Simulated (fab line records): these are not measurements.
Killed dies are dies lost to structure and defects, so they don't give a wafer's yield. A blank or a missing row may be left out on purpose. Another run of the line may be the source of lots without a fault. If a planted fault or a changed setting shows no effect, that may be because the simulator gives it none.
Chamber matching ; flow sky130 ; pecvd-02 running SKY_CAP2M_CVD_00: 3 sister chambers
The step deposits SiO2, target thk 15.5 nm. 6 wafers are shown with their chamber, then 9 later ones without.

## EACH WAFER AND ITS CHAMBER
wafer;chamber;heater_power_w (W)
L088.2;1;745
L088.4;1;742
L088.6;0;597
L090.1;0;587
L090.3;2;773
L090.6;2;766

## WAFERS WHOSE CHAMBER IS MISSING
wafer;heater_power_w (W)
L092.1;785
L092.2;774
L092.6;764
L094.2;816
L094.4;734
L094.5;624
L095.2;820
L095.3;719
L095.4;538

## WHICH CHAMBER EACH ONE RAN IN
wafer;from the rows above;in truth
L092.1;2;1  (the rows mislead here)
L092.2;2;2
L092.6;2;2
L094.2;2;2
L094.4;1;1
L094.5;0;0
L095.2;2;2
L095.3;1;1
L095.4;0;0
Correct placement for 8 of the 9. Number that these rows cannot place: 0. Wrongly placed: 1.
How it was worked out, from the rows above alone: a wafer's distance from a chamber is the root of the sum, over the readings, of the square of ((its reading less the chamber's mean) divided by the reading's scatter). If the next closest chamber is less than 2 further off than the closest, the wafer can't be placed; otherwise it belongs to the closest. Each chamber's mean is taken over the wafers shown for it. The scatter is the square root of a quotient: the sum, over the shown wafers, of each reading's squared deviation from its chamber's mean, divided by wafers minus chambers.
